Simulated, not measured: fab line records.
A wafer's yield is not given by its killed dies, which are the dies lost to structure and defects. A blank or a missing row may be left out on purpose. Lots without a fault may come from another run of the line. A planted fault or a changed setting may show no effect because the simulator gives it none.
fab line records	flow sky130
[record] lots = 24	wafers = 72	lastDay = 51
route steps=708 shown VIA2@508 METAL3@565 VIA3@574 CAP2M@607
lots with no fault: from the same line, run without faults
startH: hours from the record's first day to the start of the lot's first wafer shown	waitH: how many hours have passed since the lot's step before this one	" repeats the value in the row above	L1.1+2: a row that stands for several wafers	- no value, or no start was given	* or withheld: withheld	< > ~ a bound
route shown NAME@n: NAME is a module with steps in the file, n the number in the route of the first one	usual: mean/standard deviation taken from wafers without a fault	same: alike in all rows	chamber/n: place in a boat	sites: each site's reading	_std_site: standard deviation across them	_edge_site: mean of outer sites minus mean of inner sites	radiusMm: for every site, how far away it sits from the centre of the wafer	mask NAME#n: copy n	behind: the most recent tool/chamber to have shaped the wafer	hold: reason for holding the lot/hours on hold/outcome of the hold	device: transistor that didn't switch, given as n, p or np	end of line: tests of these same wafers at the route's end	step lacking rows: just its recipe	killed: count of dies lost to structure and defects at first sort (not the wafer's yield)	map: shows each die of a wafer: x if killed, . if not, _ if none is there
set.NAME: the setting as run; set.NAME@STEP: as run at that earlier step	model.NAME: the simulator's own value behind a step, which no gauge read
a sample of lots followed through the steps of the route, with each step as a table and each wafer as a row
services: a tool's chamber out of use, with start hour (startH, from the record's first day; less than 0 if before it), hours out, and reason
[[steps]]
[step SKY_VIA2_THK_MEAS_01]
[recipe] reads = SiO2_of_VIA2_HDPCVD_00
[usual] VIA2_HDPCVD_THK = 1182/11
lot.wafer	tool	chamber	startH	waitH	VIA2_HDPCVD_THK[nm]
L074.1	filmMetro-03	-	821.55	0.1	1191
L074.2	"	-	"	"	1189
L074.4	"	-	"	"	1178
L075.1	filmMetro-02	-	842.56	0.1	1192
L075.4	"	-	"	"	1183
L075.5	"	-	"	"	1188
L076.1	filmMetro-01	-	846.34	0.1	1198
L076.2	"	-	"	"	1189
L076.4	"	-	"	"	1200
L077.3	filmMetro-03	-	861.92	0.1	1199
L077.4	"	-	"	"	1212
L077.5	"	-	"	"	1211
L079.1	filmMetro-03	-	864.84	0.1	1180
L079.3	"	-	"	"	1185
L079.4	"	-	"	"	1186
L078.3	filmMetro-02	-	869.55	0.1	1187
L078.4	"	-	"	"	1160
L078.5	"	-	"	"	1192
L080.2	filmMetro-03	-	880.20	0.1	1192
L080.3	"	-	"	"	1181
L080.6	"	-	"	"	1200
L081.3	filmMetro-03	-	890.05	0.1	1183
L081.4	"	-	"	"	1188
L081.5	"	-	"	"	1175
L082.2	filmMetro-02	-	892.08	0.1	1172
L082.3	"	-	"	"	1179
L082.6	"	-	"	"	1174
L083.2	filmMetro-03	-	906.06	0.1	1185
L083.3	"	-	"	"	1184
L083.4	"	-	"	"	1197
L085.1	filmMetro-01	-	914.64	0.1	1180
L085.2	"	-	"	"	1182
L085.5	"	-	"	"	1173
L084.3	filmMetro-02	-	916.47	0.1	1169
L084.4	"	-	"	"	1177
L084.6	"	-	"	"	1167
L086.1	filmMetro-01	-	920.64	0.1	1181
L086.2	"	-	"	"	1172
L086.6	"	-	"	"	1183
L087.1	filmMetro-03	-	941.66	0.1	1172
L087.2	"	-	"	"	1159
L087.4	"	-	"	"	1174
L088.3	filmMetro-01	-	949.98	0.1	1180
L088.4	"	-	"	"	1189
L088.6	"	-	"	"	1184
L089.1	filmMetro-03	-	961.39	0.1	1184
L089.3	"	-	"	"	1173
L089.4	"	-	"	"	1184
L090.2	filmMetro-02	-	966.07	0.1	1175
L090.4	"	-	"	"	1177
L090.5	"	-	"	"	1184
L091.1	filmMetro-01	-	980.23	0.1	1177
L091.4	"	-	"	"	1158
L091.6	"	-	"	"	1177
L092.1	filmMetro-03	-	985.16	0.1	1175
L092.2	"	-	"	"	1165
L092.6	"	-	"	"	1161
L093.1	filmMetro-01	-	990.92	0.1	1192
L093.2	"	-	"	"	1197
L093.3	"	-	"	"	1190
L094.2	filmMetro-03	-	993.59	0.1	1165
L094.4	"	-	"	"	1165
L094.6	"	-	"	"	1170
L096.1	filmMetro-02	-	996.88	0.1	1191
L096.2	"	-	"	"	1176
L096.5	"	-	"	"	1167
L095.4	filmMetro-02	-	999.47	0.0	1186
L095.5	"	-	"	"	1178
L095.6	"	-	"	"	1178
L097.2	filmMetro-03	-	1002.63	0.1	1176
L097.4	"	-	"	"	1189
L097.5	"	-	"	"	1195
[step SKY_METAL3_DESCUM_15]
[recipe] chemistry = O2	sourcePowerW = 150	biasPowerW = 0	pressureMtorr = 10	tempC = 40	timeS = 8
[usual] drypumpMotorCurrentA = 5.4/0.55	oesProductAu = 0.996/0.008	tempC = 39.98/0.11
[same] biasPowerW = 0
lot.wafer	tool	chamber	startH	waitH	drypumpMotorCurrentA	oesProductAu	rfHoursCounterH	tempC
L074.1	rieMetal-04	1	902.98	0.0	4.8	0.997	12	39.96
L074.2	"	0	"	"	5.8	1.003	14	39.96
L074.4	"	1	"	"	4.7	0.998	-	40.11
L075.1	rieMetal-02	1	924.88	0.0	5.3	1.008	7	39.89
L075.4	"	0	"	"	6.0	0.996	-	40.03
L075.5	"	1	"	"	5.3	1.009	-	39.97
L076.1	rieMetal-02	1	925.91	0.0	5.3	1.003	7	39.89
L076.2	"	0	"	"	6.0	0.998	1	40.01
L076.4	"	0	"	"	6.0	1.006	-	40.07
L077.3	rieMetal-04	1	941.44	0.0	4.7	0.989	-	40.07
L077.4	"	0	"	"	5.8	0.997	-	40.10
L077.5	"	0	"	"	5.8	0.994	-	40.27
L079.1	rieMetal-01	0	944.36	0.0	5.1	0.980	7	39.95
L079.3	"	1	"	"	6.1	0.997	-	40.08
L079.4	"	0	"	"	5.1	0.991	-	40.06
L078.3	rieMetal-01	0	949.74	0.0	5.1	1.001	-	40.18
L078.4	"	1	"	"	6.1	0.991	-	40.07
L078.5	"	0	"	"	5.1	0.986	-	40.13
L080.2	rieMetal-04	1	958.43	0.0	4.7	0.986	15	39.77
L080.3	"	1	"	"	4.7	0.989	-	39.94
L080.6	"	0	"	"	5.9	0.997	-	39.97
L081.3	rieMetal-01	0	968.54	0.0	5.1	0.999	-	40.21
L081.4	"	1	"	"	6.1	1.012	-	40.02
L081.5	"	0	"	"	5.1	1.000	-	40.17
L082.2	rieMetal-04	0	970.28	0.0	5.9	0.999	18	39.94
L082.3	"	0	"	"	5.8	1.003	-	40.05
L082.6	"	1	"	"	4.8	0.991	-	39.96
L083.2	rieMetal-04	0	983.66	0.0	5.8	0.995	18	39.80
L083.3	"	1	"	"	4.8	0.989	-	40.01
L083.4	"	0	"	"	5.9	0.991	-	39.88
L085.1	rieMetal-01	1	991.83	0.0	6.2	0.994	12	40.00
L085.2	"	0	"	"	5.1	0.993	9	40.13
L085.5	"	1	"	"	6.1	0.996	-	40.13
L084.3	rieMetal-04	1	993.54	0.0	4.7	0.990	-	40.05
L084.4	"	0	"	"	5.8	1.000	-	39.97
L084.6	"	1	"	"	4.8	0.986	-	40.21
L086.1	rieMetal-04	1	998.18	0.0	4.8	0.995	16	39.79
L086.2	"	0	"	"	5.8	1.007	19	39.98
L086.6	"	0	"	"	5.9	1.003	-	40.06
L087.1	rieMetal-01	0	1018.03	0.0	5.1	0.998	11	39.94
L087.2	"	1	"	"	6.1	1.003	13	39.94
L087.4	"	1	"	"	6.1	1.016	-	39.94
L088.3	rieMetal-04	0	1024.14	0.0	5.9	0.992	-	40.15
L088.4	"	1	"	"	4.8	0.994	-	39.86
L088.6	"	1	"	"	4.8	0.993	-	39.91
L089.1	rieMetal-04	0	1035.51	0.0	5.8	1.005	21	39.97
L089.3	"	0	"	"	5.8	0.996	-	39.93
L089.4	"	1	"	"	4.8	0.984	-	39.98
L090.2	rieMetal-04	1	1040.08	0.0	4.8	0.990	19	39.74
L090.4	"	0	"	"	5.8	1.000	-	39.93
L090.5	"	1	"	"	4.8	0.996	-	39.78
L091.1	rieMetal-04	1	1052.58	0.0	4.7	0.989	19	40.03
L091.4	"	0	"	"	5.8	1.008	-	40.09
L091.6	"	1	"	"	4.7	0.994	-	39.99
L092.1	rieMetal-01	0	1057.46	0.0	5.1	0.999	13	40.00
L092.2	"	1	"	"	6.1	0.991	16	40.04
L092.6	"	1	"	"	6.1	1.007	-	39.90
L093.1	rieMetal-01	0	1063.36	0.0	5.1	1.000	13	40.01
L093.2	"	1	"	"	6.1	1.001	16	39.93
L093.3	"	1	"	"	6.1	1.000	-	39.98
L094.2	rieMetal-01	0	1065.08	0.0	5.1	0.995	13	40.00
L094.4	"	1	"	"	6.1	0.996	-	40.05
L094.6	"	1	"	"	6.1	0.996	-	39.90
L096.1	rieMetal-04	1	1068.35	0.0	4.8	0.995	21	40.02
L096.2	"	0	"	"	5.8	0.997	23	40.06
L096.5	"	0	"	"	5.8	1.001	-	40.13
L095.4	rieMetal-04	1	1071.27	0.0	4.7	0.979	-	40.03
L095.5	"	1	"	"	4.7	0.975	-	39.99
L095.6	"	0	"	"	5.9	0.998	-	39.88
L097.2	rieMetal-01	0	1073.18	0.0	5.1	0.999	14	39.94
L097.4	"	1	"	"	6.1	0.997	-	40.32
L097.5	"	1	"	"	6.1	1.003	-	40.09
[step SKY_METAL3_STRIP_19]
[recipe] chemistry = O2/N2	powerW = 1400	pressureMtorr = 1500	platenTempC = withheld	o2FlowSccm = 3000	n2FlowSccm = 300	overashFraction = 0.5
[usual] drypumpMotorCurrentA = 5.6/0.49	oesProductAu = 0.502/0.0058	stripTimeToEndpointS = 6.53/0.096
lot.wafer	tool	chamber	startH	waitH	drypumpMotorCurrentA	oesProductAu	rfHoursCounterH	stripTimeToEndpointS
L074.1	plasmaAsher-02	0	903.31	0.1	5.1	0.502	78	6.57
L074.2	"	1	"	"	5.6	0.512	78	6.59
L074.4	"	0	"	"	5.1	0.505	-	6.62
L075.1	plasmaAsher-02	0	925.20	0.1	5.1	0.499	81	6.56
L075.4	"	0	"	"	5.1	0.505	-	6.57
L075.5	"	0	"	"	5.1	0.502	-	6.51
L076.1	plasmaAsher-03	1	926.24	0.1	5.8	0.500	18	6.54
L076.2	"	0	"	"	6.3	0.507	18	6.60
L076.4	"	1	"	"	5.8	0.500	-	6.53
L077.3	plasmaAsher-01	1	941.79	0.1	4.8	0.513	-	6.65
L077.4	"	0	"	"	5.7	0.504	-	6.66
L077.5	"	0	"	"	5.7	0.508	-	6.59
L079.1	plasmaAsher-03	1	944.69	0.1	5.8	0.497	20	6.57
L079.3	"	1	"	"	5.8	0.501	-	6.55
L079.4	"	0	"	"	6.4	0.510	-	6.66
L078.3	plasmaAsher-02	0	950.09	0.1	5.1	0.505	-	6.64
L078.4	"	1	"	"	5.6	0.504	-	6.50
L078.5	"	1	"	"	5.6	0.509	-	6.64
L080.2	plasmaAsher-02	1	958.76	0.1	5.6	0.502	84	6.56
L080.3	"	0	"	"	5.1	0.505	-	6.57
L080.6	"	1	"	"	5.6	0.489	-	6.47
L081.3	plasmaAsher-03	1	968.89	0.1	5.8	0.499	-	6.38
L081.4	"	0	"	"	6.3	0.501	-	6.52
L081.5	"	1	"	"	5.8	0.512	-	6.47
L082.2	plasmaAsher-01	1	970.61	0.1	4.8	0.499	116	6.52
L082.3	"	1	"	"	4.8	0.500	-	6.53
L082.6	"	0	"	"	5.7	0.498	-	6.47
L083.2	plasmaAsher-03	0	983.99	0.1	6.3	0.506	24	6.53
L083.3	"	0	"	"	6.4	0.493	-	6.33
L083.4	"	1	"	"	5.8	0.498	-	6.45
L085.1	plasmaAsher-03	1	992.16	0.1	5.8	0.498	25	6.55
L085.2	"	0	"	"	6.3	0.509	25	6.66
L085.5	"	1	"	"	5.8	0.503	-	6.57
L084.3	plasmaAsher-01	0	993.89	0.1	5.7	0.503	-	6.50
L084.4	"	1	"	"	4.8	0.506	-	6.64
L084.6	"	0	"	"	5.7	0.503	-	6.48
L086.1	plasmaAsher-02	1	998.51	0.1	5.6	0.496	87	6.42
L086.2	"	0	"	"	5.1	0.499	87	6.55
L086.6	"	1	"	"	5.6	0.505	-	6.53
L087.1	plasmaAsher-02	1	1018.36	0.1	5.6	0.512	89	6.61
L087.2	"	0	"	"	5.1	0.502	89	6.67
L087.4	"	1	"	"	5.6	0.497	-	6.59
L088.3	plasmaAsher-01	0	1024.49	0.1	5.7	0.513	-	6.47
L088.4	"	1	"	"	4.8	0.496	-	6.38
L088.6	"	1	"	"	4.8	0.493	-	6.38
L089.1	plasmaAsher-03	1	1035.84	0.1	5.8	0.493	29	6.35
L089.3	"	0	"	"	6.3	0.502	-	6.42
L089.4	"	1	"	"	5.8	0.507	-	6.54
L090.2	plasmaAsher-02	1	1040.41	0.1	5.6	0.499	91	6.54
L090.4	"	0	"	"	5.1	0.499	-	6.46
L090.5	"	0	"	"	5.1	0.496	-	6.49
L091.1	plasmaAsher-01	0	1052.91	0.1	5.7	0.497	124	6.56
L091.4	"	1	"	"	4.8	0.501	-	6.62
L091.6	"	1	"	"	4.8	0.505	-	6.54
L092.1	plasmaAsher-03	1	1057.79	0.1	5.8	0.502	31	6.58
L092.2	"	0	"	"	6.3	0.508	31	6.75
L092.6	"	1	"	"	5.8	0.511	-	6.73
L093.1	plasmaAsher-02	0	1063.69	0.1	5.1	0.498	94	6.42
L093.2	"	1	"	"	5.6	0.505	94	6.51
L093.3	"	0	"	"	5.1	0.500	-	6.50
L094.2	plasmaAsher-01	0	1065.41	0.1	5.7	0.498	0	6.55
L094.4	"	1	"	"	4.8	0.505	-	6.58
L094.6	"	0	"	"	5.7	0.504	-	6.62
L096.1	plasmaAsher-03	1	1068.67	0.1	5.8	0.502	32	6.45
L096.2	"	0	"	"	6.3	0.495	32	6.57
L096.5	"	1	"	"	5.8	0.506	-	6.45
L095.4	plasmaAsher-03	1	1071.62	0.1	5.8	0.493	-	6.34
L095.5	"	0	"	"	6.4	0.501	-	6.47
L095.6	"	1	"	"	5.8	0.498	-	6.37
L097.2	plasmaAsher-01	1	1073.51	0.1	4.8	0.504	1	6.65
L097.4	"	1	"	"	4.8	0.511	-	6.73
L097.5	"	1	"	"	4.8	0.514	-	6.67
[step SKY_VIA3_THK_MEAS_01]
[recipe] reads = SiO2_of_VIA3_HDPCVD_00
[usual] VIA3_HDPCVD_THK = 1636/17
lot.wafer	tool	chamber	startH	waitH	VIA3_HDPCVD_THK[nm]
L074.1	filmMetro-04	-	904.21	0.1	1640
L074.2	"	-	"	"	1648
L074.4	"	-	"	"	1644
L075.1	filmMetro-01	-	925.96	0.1	1660
L075.4	"	-	"	"	1652
L075.5	"	-	"	"	1638
L076.1	filmMetro-04	-	927.00	0.1	1631
L076.2	"	-	"	"	1643
L076.4	"	-	"	"	1634
L077.3	filmMetro-02	-	942.58	0.1	1652
L077.4	"	-	"	"	1640
L077.5	"	-	"	"	1656
L079.1	filmMetro-02	-	945.48	0.1	1620
L079.3	"	-	"	"	1613
L079.4	"	-	"	"	1621
L078.3	filmMetro-02	-	950.87	0.1	1631
L078.4	"	-	"	"	1637
L078.5	"	-	"	"	1626
L080.2	filmMetro-01	-	959.54	0.1	1627
L080.3	"	-	"	"	1611
L080.6	"	-	"	"	1624
L081.3	filmMetro-01	-	969.68	0.1	1636
L081.4	"	-	"	"	1659
L081.5	"	-	"	"	1635
L082.2	filmMetro-01	-	971.42	0.1	1638
L082.3	"	-	"	"	1638
L082.6	"	-	"	"	1628
L083.2	filmMetro-01	-	985.10	0.1	1645
L083.3	"	-	"	"	1641
L083.4	"	-	"	"	1624
L085.1	filmMetro-01	-	992.92	0.1	1674
L085.2	"	-	"	"	1671
L085.5	"	-	"	"	1672
L084.3	filmMetro-04	-	994.68	0.1	1642
L084.4	"	-	"	"	1645
L084.6	"	-	"	"	1613
L086.1	filmMetro-02	-	999.28	0.1	1638
L086.2	"	-	"	"	1662
L086.6	"	-	"	"	1619
L087.1	filmMetro-01	-	1019.12	0.1	1646
L087.2	"	-	"	"	1618
L087.4	"	-	"	"	1616
L088.3	filmMetro-01	-	1025.28	0.1	1641
L088.4	"	-	"	"	1651
L088.6	"	-	"	"	1652
L089.1	filmMetro-04	-	1036.66	0.1	1620
L089.3	"	-	"	"	1620
L089.4	"	-	"	"	1627
L090.2	filmMetro-01	-	1041.19	0.1	1665
L090.4	"	-	"	"	1634
L090.5	"	-	"	"	1633
L091.1	filmMetro-02	-	1053.71	0.1	1618
L091.4	"	-	"	"	1614
L091.6	"	-	"	"	1588
L092.1	filmMetro-02	-	1058.56	0.1	1636
L092.2	"	-	"	"	1645
L092.6	"	-	"	"	1630
L093.1	filmMetro-04	-	1064.45	0.1	1618
L093.2	"	-	"	"	1615
L093.3	"	-	"	"	1641
L094.2	filmMetro-04	-	1066.19	0.1	1632
L094.4	"	-	"	"	1648
L094.6	"	-	"	"	1664
L096.1	filmMetro-01	-	1069.58	0.2	1607
L096.2	"	-	"	"	1625
L096.5	"	-	"	"	1619
L095.4	filmMetro-02	-	1072.38	0.0	1623
L095.5	"	-	"	"	1645
L095.6	"	-	"	"	1634
L097.2	filmMetro-02	-	1074.28	0.1	1652
L097.4	"	-	"	"	1651
L097.5	"	-	"	"	1632
[step SKY_VIA3_OVL_MEAS_13]
[usual] VIA3_OVL = 5/5.3
lot.wafer	tool	chamber	startH	waitH	VIA3_OVL[nm]
L074.1	overlay-01	-	930.19	0.1	6
L074.2	"	-	"	"	-2
L074.4	"	-	"	"	0
L075.1	overlay-02	-	951.44	0.1	1
L075.4	"	-	"	"	7
L075.5	"	-	"	"	1
L076.1	overlay-01	-	952.20	0.1	2
L076.2	"	-	"	"	3
L076.4	"	-	"	"	1
L077.3	overlay-02	-	968.16	0.1	6
L077.4	"	-	"	"	-1
L077.5	"	-	"	"	5
L079.1	overlay-02	-	970.95	0.1	17
L079.3	"	-	"	"	17
L079.4	"	-	"	"	8
L078.3	overlay-02	-	976.02	0.1	8
L078.4	"	-	"	"	14
L078.5	"	-	"	"	-1
L080.2	overlay-01	-	985.40	0.1	8
L080.3	"	-	"	"	5
L080.6	"	-	"	"	12
L081.3	overlay-01	-	994.66	0.1	9
L081.4	"	-	"	"	12
L081.5	"	-	"	"	8
L082.2	overlay-02	-	996.20	0.1	6
L082.3	"	-	"	"	2
L082.6	"	-	"	"	4
L083.2	overlay-01	-	1008.90	0.1	3
L083.3	"	-	"	"	8
L083.4	"	-	"	"	4
L085.1	overlay-02	-	1016.75	0.1	5
L085.2	"	-	"	"	7
L085.5	"	-	"	"	5
L084.3	overlay-01	-	1018.87	0.1	-3
L084.4	"	-	"	"	6
L084.6	"	-	"	"	1
L086.1	overlay-01	-	1023.75	0.1	7
L086.2	"	-	"	"	8
L086.6	"	-	"	"	5
L087.1	overlay-01	-	1042.35	0.1	11
L087.2	"	-	"	"	7
L087.4	"	-	"	"	14
L088.3	overlay-02	-	1048.06	0.1	7
L088.4	"	-	"	"	10
L088.6	"	-	"	"	7
L089.1	overlay-01	-	1059.60	0.1	4
L089.3	"	-	"	"	3
L089.4	"	-	"	"	-4
L090.2	overlay-01	-	1064.70	0.1	6
L090.4	"	-	"	"	12
L090.5	"	-	"	"	5
L091.1	overlay-01	-	1075.70	0.1	-9
L091.4	"	-	"	"	8
L091.6	"	-	"	"	6
L092.1	overlay-02	-	1080.76	0.1	-6
L092.2	"	-	"	"	13
L092.6	"	-	"	"	5
L093.1	overlay-01	-	1086.71	0.1	-2
L093.2	"	-	"	"	4
L093.3	"	-	"	"	-5
L094.2	overlay-02	-	1088.00	0.1	3
L094.4	"	-	"	"	4
L094.6	"	-	"	"	5
L096.1	overlay-02	-	1091.66	0.1	9
L096.2	"	-	"	"	12
L096.5	"	-	"	"	2
L095.4	overlay-01	-	1093.77	0.1	-3
L095.5	"	-	"	"	7
L095.6	"	-	"	"	0
L097.2	overlay-01	-	1095.95	0.1	10
L097.4	"	-	"	"	7
L097.5	"	-	"	"	5
[step SKY_CAP2M_THK_MEAS_04]
[recipe] thkMeasGauge = xrf	reads = TiN_of_CAP2M_SPUTTER_02
[usual] CAP2M_TIN_THK = 198.5/2.2
lot.wafer	tool	chamber	startH	waitH	CAP2M_TIN_THK[nm]
L074.1	filmMetro-01	-	932.05	0.1	198.1
L074.2	"	-	"	"	195.4
L074.4	"	-	"	"	196.2
L075.1	filmMetro-01	-	953.31	0.1	197.6
L075.4	"	-	"	"	197.1
L075.5	"	-	"	"	196.2
L076.1	filmMetro-03	-	954.06	0.1	195.8
L076.2	"	-	"	"	194.8
L076.4	"	-	"	"	197.2
L077.3	filmMetro-04	-	970.07	0.1	199.7
L077.4	"	-	"	"	196.5
L077.5	"	-	"	"	199.0
L079.1	filmMetro-01	-	972.81	0.1	201.2
L079.3	"	-	"	"	200.9
L079.4	"	-	"	"	200.7
L078.3	filmMetro-04	-	977.95	0.1	200.3
L078.4	"	-	"	"	198.6
L078.5	"	-	"	"	196.9
L080.2	filmMetro-01	-	987.35	0.1	200.6
L080.3	"	-	"	"	198.4
L080.6	"	-	"	"	198.5
L081.3	filmMetro-03	-	996.62	0.1	194.4
L081.4	"	-	"	"	196.4
L081.5	"	-	"	"	197.8
L082.2	filmMetro-03	-	998.09	0.1	196.0
L082.3	"	-	"	"	194.9
L082.6	"	-	"	"	199.2
L083.2	filmMetro-04	-	1010.80	0.1	198.6
L083.3	"	-	"	"	201.1
L083.4	"	-	"	"	198.2
L085.1	filmMetro-04	-	1018.64	0.1	194.8
L085.2	"	-	"	"	197.7
L085.5	"	-	"	"	196.5
L084.3	filmMetro-01	-	1020.89	0.1	198.8
L084.4	"	-	"	"	200.0
L084.6	"	-	"	"	200.0
L086.1	filmMetro-01	-	1025.61	0.1	198.5
L086.2	"	-	"	"	198.1
L086.6	"	-	"	"	199.5
L087.1	filmMetro-04	-	1044.21	0.1	198.3
L087.2	"	-	"	"	202.9
L087.4	"	-	"	"	199.5
L088.3	filmMetro-03	-	1049.93	0.1	199.3
L088.4	"	-	"	"	198.8
L088.6	"	-	"	"	199.4
L089.1	filmMetro-04	-	1061.46	0.1	197.8
L089.3	"	-	"	"	198.4
L089.4	"	-	"	"	199.5
L090.2	filmMetro-04	-	1066.57	0.1	200.8
L090.4	"	-	"	"	198.8
L090.5	"	-	"	"	199.2
L091.1	filmMetro-04	-	1077.56	0.1	194.9
L091.4	"	-	"	"	197.9
L091.6	"	-	"	"	198.9
L092.1	filmMetro-01	-	1082.62	0.1	199.8
L092.2	"	-	"	"	199.0
L092.6	"	-	"	"	200.9
L093.1	filmMetro-03	-	1089.24	0.1	204.0
L093.2	"	-	"	"	202.2
L093.3	"	-	"	"	204.9
L094.2	filmMetro-03	-	1090.02	0.1	196.2
L094.4	"	-	"	"	198.6
L094.6	"	-	"	"	197.8
L096.1	filmMetro-01	-	1093.60	0.1	201.1
L096.2	"	-	"	"	202.2
L096.5	"	-	"	"	199.9
L095.4	filmMetro-04	-	1095.85	0.1	194.7
L095.5	"	-	"	"	196.2
L095.6	"	-	"	"	196.1
L097.2	filmMetro-04	-	1098.20	0.1	196.8
L097.4	"	-	"	"	199.1
L097.5	"	-	"	"	198.7
[[services]]
tool	chamber	startH	hours	kind
rieMetal-02	0	881.57	-	clean
rieMetal-02	0	881.57	20.8	scheduledDown
rieMetal-02	0	881.57	20.8	ventCycle
rieMetal-04	-	890.70	0.5	repair
rieMetal-01	-	920.99	2.8	pm
rieMetal-02	0	932.02	9.3	repair
rieMetal-02	-	953.11	2.8	pm
rieMetal-02	-	955.95	0.8	repair
plasmaAsher-02	-	986.71	8.0	repair
rieMetal-04	-	1002.14	0.2	repair
plasmaAsher-01	-	1055.25	9.0	pm
plasmaAsher-01	0	1055.25	9.0	ventCycle
plasmaAsher-01	1	1055.25	9.0	ventCycle
plasmaAsher-01	0	1064.25	-	clean
plasmaAsher-01	1	1064.25	-	clean
[[key]]
fault none
